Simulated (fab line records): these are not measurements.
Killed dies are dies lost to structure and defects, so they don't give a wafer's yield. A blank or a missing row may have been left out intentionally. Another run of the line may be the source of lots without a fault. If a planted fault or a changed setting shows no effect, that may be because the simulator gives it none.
Chamber matching || flow gf180mcu || 3 sister chambers for GF_V2_CVD_02 on pecvd-04
The step deposits SiO2 from TEOS, target thk 850 nm, time 94.851 s. 6 wafers are shown with their chamber, then 8 later ones without.

== WAFERS WITH THEIR CHAMBER ==
{"wafer": "L338.6", "chamber": 1, "heaterPowerW (W)": 596}
{"wafer": "L339.5", "chamber": 2, "heaterPowerW (W)": 704}
{"wafer": "L348.2", "chamber": 0, "heaterPowerW (W)": 823}
{"wafer": "L348.3", "chamber": 2, "heaterPowerW (W)": 601}
{"wafer": "L348.5", "chamber": 0, "heaterPowerW (W)": 664}
{"wafer": "L356.2", "chamber": 1, "heaterPowerW (W)": 713}

== WAFERS WITH NO CHAMBER GIVEN ==
{"wafer": "L356.3", "heaterPowerW (W)": 749}
{"wafer": "L356.4", "heaterPowerW (W)": 663}
{"wafer": "L357.2", "heaterPowerW (W)": 645}
{"wafer": "L357.4", "heaterPowerW (W)": 672}
{"wafer": "L357.6", "heaterPowerW (W)": 692}
{"wafer": "L359.1", "heaterPowerW (W)": 700}
{"wafer": "L359.3", "heaterPowerW (W)": 731}
{"wafer": "L359.6", "heaterPowerW (W)": 816}

== CHAMBER TAKEN BY EACH ==
{"wafer": "L356.3", "from the rows above": "can't be placed: 0 or 1 or 2", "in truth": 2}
{"wafer": "L356.4", "from the rows above": "can't be placed: 1 or 2 or 0", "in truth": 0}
{"wafer": "L357.2", "from the rows above": "can't be placed: 2 or 1 or 0", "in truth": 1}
{"wafer": "L357.4", "from the rows above": "can't be placed: 1 or 2 or 0", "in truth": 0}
{"wafer": "L357.6", "from the rows above": "can't be placed: 1 or 2 or 0", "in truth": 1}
{"wafer": "L359.1", "from the rows above": "can't be placed: 0 or 1 or 2", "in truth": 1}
{"wafer": "L359.3", "from the rows above": "can't be placed: 0 or 1 or 2", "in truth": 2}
{"wafer": "L359.6", "from the rows above": "can't be placed: 0 or 1 or 2", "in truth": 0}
0 of 8 placed correctly. Cannot be placed on the basis of these rows: 8; the candidates contain the true chamber in 8. Number placed wrongly: 0.
How it was worked out, from the rows above alone: a wafer's distance from a chamber is the root of the sum, over the readings, of the square of ((its reading less the chamber's mean) divided by the reading's scatter). The wafer belongs to the nearest chamber; if the next one is less than 2 further off, it can't be placed. A chamber's mean is the mean of its shown wafers. The scatter is the square root of a quotient: the sum, over the shown wafers, of each reading's squared deviation from its chamber's mean, divided by wafers minus chambers.
